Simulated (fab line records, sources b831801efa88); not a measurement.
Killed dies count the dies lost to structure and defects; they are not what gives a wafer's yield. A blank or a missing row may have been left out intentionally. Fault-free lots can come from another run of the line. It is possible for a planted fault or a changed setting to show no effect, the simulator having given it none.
Split-lot study    flow sfq_line    route with 325 steps; 5 lots, 14 wafers read

THE SPLIT ITSELF
At SFQ_TRILAYER_L0_LITHO_COAT_005 (resist thk 600 nm), the setting resist_thk_nm was moved away from the recipe's 600 nm on 4 of the 14 wafers read, by -2.1% to +4.5%. For the rest of the wafers, this setting stayed at what the recipe calls for.

FROM THE SPLIT TO THE READING: what the file shows between them, 4 steps
- SFQ_TRILAYER_L0_LITHO_SOFTBAKE_009
- SFQ_TRILAYER_L0_LITHO_EXPOSE_006: exposes mask L0, target cd 2000 nm
- SFQ_TRILAYER_L0_LITHO_PEB_008: peb time 60 s
- SFQ_TRILAYER_L0_LITHO_DEVELOP_007: time 60 s

THE READING
KrF_of_TRILAYER_L0_LITHO_COAT_005.thk_nm (the simulator's own value, which no gauge read), in nm, at SFQ_TRILAYER_L0_BARC_OPEN_METAL_ETCH_010 (etches BARC in O2, target depth 125 nm, time 41.7 s). No usual value for it is given in the file. Average 522.7 nm, standard deviation 1.6 nm, over the 10 wafers here run with the recipe.

wafer   tool, chamber at the split  resist_thk_nm as run, nm  against the recipe  KrF_of_TRILAYER_L0_LITHO_COAT_005.thk_nm, nm  against lot-mates on the recipe
L074.1  litho_track-03, 0           600                       recipe              520.6                                         -
L074.5  litho_track-03, 0           600                       recipe              522                                           -
L074.6  litho_track-03, 0           600                       recipe              521.7                                         -
L076.1  litho_track-04, 0           587.5                     -2.1%               512                                           -9.8
L076.2  litho_track-04, 0           600                       recipe              521                                           -
L076.4  litho_track-04, 0           600                       recipe              522.6                                         -
L076.5  litho_track-04, 0           587.5                     -2.1%               509.4                                         -12.4
L076.6  litho_track-04, 0           587.5                     -2.1%               511.3                                         -10.5
L077.5  litho_track-04, 0           600                       recipe              524.4                                         -
L077.6  litho_track-04, 0           600                       recipe              522.1                                         -
L081.1  litho_track-04, 0           600                       recipe              524.9                                         -
L081.3  litho_track-04, 0           600                       recipe              525.7                                         -
L083.4  litho_track-01, 0           600                       recipe              521.6                                         -
L083.5  litho_track-01, 0           627.2                     +4.5%               549.2                                         +27.6

THE FIT
A straight line over all 14 wafers: KrF_of_TRILAYER_L0_LITHO_COAT_005.thk_nm changes by +5.78 nm for each +1% of resist_thk_nm; r = +0.99; the points scatter about the line by 1.6 nm.
The same after taking each lot's own level away (the mean of its wafers on the recipe; 14 wafers): +5.77 nm for each +1%; r = +0.99; scatter 1 nm.
The reading moves by 26 nm for the largest change in resist_thk_nm, on that fit.
Across the lots, their own levels run from 521.43 to 525.30 nm, a range of 2.3 times the standard deviation given above.
The two slopes agree, so the slope changes little with the lot-to-lot level.
Check: +23.7 nm against its lot-mates is what the line predicts for one of the wafers moved furthest among these (+4.5%) when that wafer is left out of the fit. It came out at +27.6 nm against them.

THESE WAFERS: OTHER SPLITS
Before the reading, these wafers also passed through other splits. Each is held against what the fit with the lots' levels taken away leaves over:
other split on the same wafers          wafers away from the commonest value  r with KrF_of_TRILAYER_L0_LITHO_COAT_005.thk_nm (lot level and that fit taken away)
SFQ_TRILAYER_L0_DEP_SPUTTER_003 time_s  3                                     +0.09

THE WHOLE CHAIN: every reading that the file lists as answering this split, in the file's order
step                                      what it does                                         reading                                                                                    change (the file's fit)               r (the file's)
SFQ_TRILAYER_L0_LITHO_COAT_005            resist thk 600 nm                                    KrF_of_TRILAYER_L0_LITHO_COAT_005.thk_nm (the simulator's own value, which no gauge read)  +5.89 nm for each +1% of the setting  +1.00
SFQ_TRILAYER_L0_BARC_OPEN_METAL_ETCH_010  etches BARC in O2, target depth 125 nm, time 41.7 s  KrF_of_TRILAYER_L0_LITHO_COAT_005.thk_nm (the simulator's own value, which no gauge read)  +5.81 nm for each +1% of the setting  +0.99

FILE'S OWN FIT
KrF_of_TRILAYER_L0_LITHO_COAT_005.thk_nm changes by +5.81 nm for each +1% of resist_thk_nm, r = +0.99.
